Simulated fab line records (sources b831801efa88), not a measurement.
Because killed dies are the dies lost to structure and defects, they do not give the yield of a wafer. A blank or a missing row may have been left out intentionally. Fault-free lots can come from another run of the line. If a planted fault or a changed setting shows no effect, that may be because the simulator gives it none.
Split-lot study -- flow sfqLine -- 23 wafers read from 5 lots, route of 325 steps

ABOUT THE SPLIT
At SFQ_TRILAYER_M7_ETCH_METAL_ETCH_180 (etches Nb in Cl2/Ar, stops on SiO2, target depth 240 nm, time 120 s), the setting timeS was moved away from the recipe's 120 s on 6 of the 23 wafers read, by +7.4% to +13.6%. This setting was run at the recipe's value on the other wafers.

The reading comes from the split's own step.

THE READING
SiO2_of_TRILAYER_I6_DEP_PECVD_165.thkNm (the simulator's own value, which no gauge read), in nm, at SFQ_TRILAYER_M7_ETCH_METAL_ETCH_180 (etches Nb in Cl2/Ar, stops on SiO2, target depth 240 nm, time 120 s). There is no usual value for it anywhere in the file. The 17 wafers here that ran the recipe average 192.6 nm, standard deviation 0.99 nm.

wafer,"tool, chamber at the split","timeS as run, s",against the recipe,"SiO2_of_TRILAYER_I6_DEP_PECVD_165.thkNm, nm",against lot-mates on the recipe
L074.1,"rieMetal-04, 0",120,recipe,192.1,-
L074.2,"rieMetal-04, 1",120,recipe,191.1,-
L074.3,"rieMetal-04, 0",120,recipe,191.8,-
L074.4,"rieMetal-04, 1",120,recipe,192.3,-
L074.5,"rieMetal-04, 0",120,recipe,192.2,-
L077.1,"rieMetal-04, 1",120,recipe,194.3,-
L077.4,"rieMetal-04, 0,1",120,recipe,194.6,-
L077.5,"rieMetal-04, 0,1",120,recipe,194.6,-
L082.1,"rieMetal-02, 1",128.9,+7.4%,191,-1.6
L082.2,"rieMetal-02, 0",128.9,+7.4%,191.5,-1.1
L082.3,"rieMetal-02, 1",128.9,+7.4%,190.8,-1.8
L082.4,"rieMetal-02, 0",120,recipe,192.7,-
L082.5,"rieMetal-02, 0",120,recipe,192.6,-
L084.1,"rieMetal-01, 1",136.3,+13.6%,189.9,-2.6
L084.3,"rieMetal-01, 1",120,recipe,192.7,-
L084.4,"rieMetal-01, 0",136.3,+13.6%,189.2,-3.3
L084.5,"rieMetal-01, 1",120,recipe,192.3,-
L084.6,"rieMetal-01, 0",136.3,+13.6%,190.3,-2.2
L085.1,"rieMetal-01, 1",120,recipe,193.1,-
L085.2,"rieMetal-01, 0",120,recipe,192.4,-
L085.3,"rieMetal-01, 0",120,recipe,191.9,-
L085.4,"rieMetal-01, 1",120,recipe,192.2,-
L085.6,"rieMetal-01, 1",120,recipe,191.5,-
When a row names more than one chamber, that row covers several wafers, and the file does not tell which wafer ran in which chamber.

FIT RESULTS
A straight line over all 23 wafers: SiO2_of_TRILAYER_I6_DEP_PECVD_165.thkNm changes by -0.206 nm for each +1% of timeS; r = -0.76; the points scatter about the line by 0.91 nm.
The same after taking each lot's own level away (the mean of its wafers on the recipe; 23 wafers): -0.201 nm for each +1%; r = -0.93; scatter 0.4 nm.
The reading moves by 2.7 nm for the largest change in timeS, on that fit.
The lots' own levels span 191.90 to 194.50 nm, that is 2.6 times the standard deviation above.
So the lot-to-lot level blurs the effect unless lot-mates are compared.
Check: for one of the wafers moved furthest among these (+13.6%), held out of the fit, the line's prediction against its lot-mates is -2.78 nm. It came out at -2.6 nm against them.

ADDITIONAL SPLITS CARRIED BY THESE WAFERS
These wafers also went through other splits before the reading. Each is held against what the fit with the lots' levels taken away leaves over:
other split on the same wafers,wafers away from the commonest value,r with SiO2_of_TRILAYER_I6_DEP_PECVD_165.thkNm (lot level and that fit taken away)
SFQ_TRILAYER_C5_LITHO_PEB_154 pebTempC,7,-0.34
SFQ_TRILAYER_M6_LITHO_COAT_164 resistThkNm,11,-0.05
SFQ_TRILAYER_I6_DEP_PECVD_165 timeS,8,+0.13
SFQ_TRILAYER_I6_VIA_BARC_OPEN_VIA_ETCH_235 timeS,5,-0.23
SFQ_TRILAYER_M7_LITHO_COAT_177 spinRpm,8,+0.13

THE FILE'S OWN FIT
SiO2_of_TRILAYER_I6_DEP_PECVD_165.thkNm changes by -0.2 nm for each +1% of timeS, r = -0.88.
